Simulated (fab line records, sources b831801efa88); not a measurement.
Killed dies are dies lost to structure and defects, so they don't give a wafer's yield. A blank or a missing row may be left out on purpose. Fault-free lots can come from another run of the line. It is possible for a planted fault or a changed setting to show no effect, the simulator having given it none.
Which tool is to blame? -- flow sky130 -- 11 lots, 33 wafers sampled, at 5 steps of a route of 708

WHAT EACH GAUGE READ, for each wafer
SKY_SD_N_CD_MEAS_07: the cd target is 380 nm. Usual: 380.8 nm for cd nm, sd 2.3.
lot,measured,on,cd nm (nm),flag
L448,day 28 13:19,cd sem-02,380.9 378.9 379.0,
L451,day 29 02:33,cd sem-02,380.9 382.9 380.6,
L454,day 30 05:37,cd sem-01,385.1 382.2 382.5,
L455,day 30 16:28,cd sem-01,384.5 382.8 384.2,
L456,day 30 19:46,cd sem-02,375.9 378.4 378.2,
L457,day 31 18:30,cd sem-02,380.3 382.7 381.7,
L458,day 31 20:04,cd sem-01,381.0 381.0 378.8,
L459,day 32 01:37,cd sem-01,372.8 371.4 372.9 372.5 371.6 373.4,OFF
L462,day 32 22:35,cd sem-02,371.4 371.3 371.6 371.5 370.6 371.4,OFF
L471,day 35 20:07,cd sem-01,383.5 381.4 381.2,
L470,day 35 23:05,cd sem-02,378.2 379.3 378.9,

SKY_SD_N_TW_MEAS_12. Usual: SD_N_TW 4001, standard deviation 52.
lot,measured,on,SD_N_TW,flag
L448,day 28 13:53,film metro-01,3942 3930 3958,
L451,day 29 03:07,film metro-01,3915 3926 3942,
L454,day 30 06:11,film metro-04,4093 4103 4097,
L455,day 30 17:34,film metro-01,3963 3975 3964,
L456,day 30 20:19,film metro-01,3975 3964 3988,
L457,day 31 19:04,film metro-03,4023 4030 4012,
L458,day 31 20:38,film metro-01,3960 3984 3984,
L459,day 32 03:47,film metro-01,3960 3956 3966,
L462,day 33 02:00,film metro-03,4023 4027 4028,
L471,day 35 20:41,film metro-04,4055 4065 4057,
L470,day 35 23:37,film metro-03,4043 4030 4035,

WHAT TOOL EACH LOT RAN ON (gives the tool, then ch and the chambers of the sampled wafers, and finally the start)
lot,SKY_LDD_HVP_STRIP_09,SKY_SD_N_COAT_02,SKY_SD_N_STRIP_11
L448,"plasma asher-01 ch 0,1, day 22 06:34","litho track-03 ch 0, day 27 22:46","plasma asher-03 ch 0,1, day 28 13:47"
L451,"plasma asher-01 ch 0,1, day 22 20:40","litho track-04 ch 0, day 28 12:34","plasma asher-01 ch 0,1, day 29 03:01"
L454,"plasma asher-02 ch 0,1, day 24 01:41","litho track-02 ch 0, day 29 15:24","plasma asher-03 ch 0,1, day 30 06:05"
L455,"plasma asher-04 ch 0,1, day 24 12:29","litho track-03 ch 0, day 30 01:31","plasma asher-01 ch 0,1, day 30 17:28"
L456,"plasma asher-04 ch 0,1, day 24 16:28","litho track-02 ch 0, day 30 05:29","plasma asher-03 ch 1, day 30 20:13"
L457,"plasma asher-02 ch 0, day 25 17:41","litho track-03 ch 0, day 31 04:01","plasma asher-01 ch 0,1, day 31 18:58"
L458,"plasma asher-04 ch 0,1, day 25 18:31","litho track-03 ch 0, day 31 05:31","plasma asher-02 ch 0,1, day 31 20:32"
L459,"plasma asher-02 ch 0,1, day 26 00:46","litho track-03 ch 0, day 31 11:46","plasma asher-02 ch 0,1, day 32 03:41"
L462,"plasma asher-01 ch 0,1, day 26 23:37","litho track-03 ch 0, day 32 07:54","plasma asher-03 ch 0,1, day 33 01:53"
L471,"plasma asher-04 ch 0,1, day 30 00:16","litho track-03 ch 0, day 35 07:28","plasma asher-02 ch 0,1, day 35 20:35"
L470,"plasma asher-01 ch 0,1, day 30 02:25","litho track-02 ch 0, day 35 10:08","plasma asher-01 ch 0,1, day 35 23:31"
- SKY_LDD_HVP_STRIP_09: strips in O2/N2.
- SKY_SD_N_COAT_02: resist thk 1140 nm.
- SKY_SD_N_STRIP_11: strips in O2/N2.

AS READ BY THE TOOLS THEMSELVES (means over the sampled wafers that have a number; for cases with no such wafer, the mark the record gives instead)
SKY_LDD_HVP_STRIP_09. Usual: drypump motor current A 6.0 A, standard deviation 0.56; oes product au 0.408 a.u., standard deviation 0.0048; strip time to endpoint s 4.134 s, standard deviation 0.016.
lot,tool,drypump motor current A (A),oes product au (a.u.),strip time to endpoint s (s),flag
L448,plasma asher-01,6.1,0.409,4.144,
L451,plasma asher-01,6.3,0.413,4.126,
L454,plasma asher-02,5.7,0.404,4.146,
L455,plasma asher-04,6.1,0.408,4.125,
L456,plasma asher-04,6.1,0.413,4.154,
L457,plasma asher-02,5.0,0.405,4.106,
L458,plasma asher-04,6.3,0.403,4.138,
L459,plasma asher-02,5.7,0.410,4.124,
L462,plasma asher-01,6.1,0.407,4.123,
L471,plasma asher-04,6.1,0.405,4.138,
L470,plasma asher-01,6.1,0.407,4.158,

SKY_SD_N_STRIP_11. Usual: drypump motor current A 5.9 A, standard deviation 0.53; oes product au 0.528 a.u., standard deviation 0.0045; strip time to endpoint s 22.54 s, standard deviation 0.046.
lot,tool,drypump motor current A (A),oes product au (a.u.),strip time to endpoint s (s),flag
L448,plasma asher-03,6.1,0.527,22.51,
L451,plasma asher-01,6.1,0.531,22.58,
L454,plasma asher-03,6.1,0.528,22.49,
L455,plasma asher-01,6.1,0.525,22.47,
L456,plasma asher-03,6.2,0.532,22.53,
L457,plasma asher-01,6.3,0.527,22.54,
L458,plasma asher-02,5.3,0.530,22.54,
L459,plasma asher-02,5.7,0.539,23.99,OFF
L462,plasma asher-03,6.0,0.541,23.97,OFF
L471,plasma asher-02,5.4,0.528,22.52,
L470,plasma asher-01,6.1,0.524,22.61,

THE ANSWER, worked out from the rows above alone
Rule: a lot is off if the mean of its wafers that have a number lies more than 3 standard deviations from the usual mean. Also off: a lot with no number at a reading for which 4 or more lots have one. All remaining lots with rows at the step are treated as sound. The gauges are gone through in route order, then the tools' own readings, and for those a lot's mean is taken as printed above. At the first step where some lot is off, the reading lying furthest off is the one used; lots without a number count as furthest.
Off at SKY_SD_N_CD_MEAS_07 (cd nm): L459, L462.
A tool fits if, at a process step before that reading, it ran every lot that is off, and no sound lot after the first of them. Not tried: the gauges at SKY_SD_N_CD_MEAS_07; whatever is off there is also off at SKY_SD_N_STRIP_11, on other tools, and gauge error can't account for it. No candidate that was tried fits.

WHAT THE SIMULATOR PUT IN
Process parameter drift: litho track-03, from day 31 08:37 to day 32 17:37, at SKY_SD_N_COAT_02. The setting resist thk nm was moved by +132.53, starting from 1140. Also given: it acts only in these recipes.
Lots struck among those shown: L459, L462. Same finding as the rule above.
